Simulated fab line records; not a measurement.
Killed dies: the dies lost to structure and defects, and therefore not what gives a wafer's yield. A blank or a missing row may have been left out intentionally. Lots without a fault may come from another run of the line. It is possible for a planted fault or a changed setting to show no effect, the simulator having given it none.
Problem report in the 8D (eight disciplines) form, filled by code | flow gf180mcu | the parts of the form that need people (team, actions taken, sign-off) are left out

1. WHAT WENT WRONG
Wafers free of any fault read 1056 (standard deviation 10) for HV_LDD_2_TW at GF_HV_LDD_TW_MEAS_23, against a mean of 992 on 6 wafers of 2 lots. Measured from the usual mean, that is -6.4 standard deviations.
Seen first at day 16 01:32 on film_metro-02, wafer L217.1. Wafers with a number at this step in the record: 39, from 13 lots. The rule behind "out" and "out of limits": a value lying over 4 standard deviations away from the usual mean. Any other wafer with a number is counted as sound.

2. WHAT IT IS; WHAT IT IS NOT
question                    | is                     | is not
which readings at this step | HV_LDD_2_TW            | -
which lots                  | L217, L220             | L200, L201, L202, L205, L206, L207, L208, L213, L216, L221, L222
which wafers of those lots  | all that have a number | -
read on which gauges        | film_metro-02          | film_metro-03, film_metro-04
when                        | from day 16 01:32      | up to then (27 sound wafers); but 6 sound wafers of L221, L222 came after

3. THE SUSPECTS, EACH WITH WHAT RULES IT OUT
Counting: a tool at any process step up to the reading remains a suspect when it ran all the lots that are out and ran no sound lot after the first of those.
- the gauge at GF_HV_LDD_TW_MEAS_23 has been ruled out. All the wafers that are out were read on film_metro-02, but those of them that GF_HV_LDD_IMPLANT_21 has rows for are out there too, on other tools.
- implanter-01 at GF_HV_LDD_IMPLANT_21: kept. It processed each lot that is out, first L217 at day 16 01:17, and no sound lot thereafter; up to then, the last sound lot it processed was L202 at day 11 06:37. Its own dose_ions_cm2, faraday_current_uA readings are out on those wafers.
The count leaves implanter-01 at GF_HV_LDD_IMPLANT_21.

4. THE CAUSE (what the simulator had put in)
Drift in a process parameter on implanter-01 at GF_HV_LDD_IMPLANT_21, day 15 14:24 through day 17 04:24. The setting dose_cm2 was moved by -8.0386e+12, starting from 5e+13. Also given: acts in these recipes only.
Only this tool survived the counting.

5. THE CHAIN OF EFFECTS, in route order
One row per reading whose mean, taken over the struck wafers that have a number, lies over 3 standard deviations from the usual. Only readings whose record carries a usual standard deviation are examined. hours: median over the lots of the time between each lot's start at the first step of this table that gives one and its start at this step. sigmas: the change, counted in usual standard deviations.
hours | step                 | reading            | usual | on struck wafers | change | sigmas
0     | GF_HV_LDD_IMPLANT_21 | dose_ions_cm2      | 5e+13 | 4e+13            | -8e+12 | -99 or more
0     | GF_HV_LDD_IMPLANT_21 | faraday_current_uA | 281   | 231              | -50    | -8.7
0     | GF_HV_LDD_TW_MEAS_23 | HV_LDD_2_TW        | 1056  | 992              | -64    | -6.4
It contains these process steps:
- GF_HV_LDD_IMPLANT_21
Later steps that measure or inspect, where all struck wafers having a row at the step show a number for every such reading and not one has moved that far: GF_V1_THK_MEAS_01.

6. WHAT WOULD HAVE CAUGHT IT SOONER
Counted from the fault's start at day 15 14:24, it took 11 hours until the first out-of-limits reading at a measuring or inspecting step in this record, taken at day 16 01:32.
Tool's own readings at GF_HV_LDD_IMPLANT_21, dose_ions_cm2, faraday_current_uA: out on all struck wafers the step has rows for; an alarm limit on them would have tripped on the first.
Lots out: 2; of these, L220 started GF_HV_LDD_IMPLANT_21 on implanter-01 after day 16 01:32. A hold on the tool at that time would have spared it.
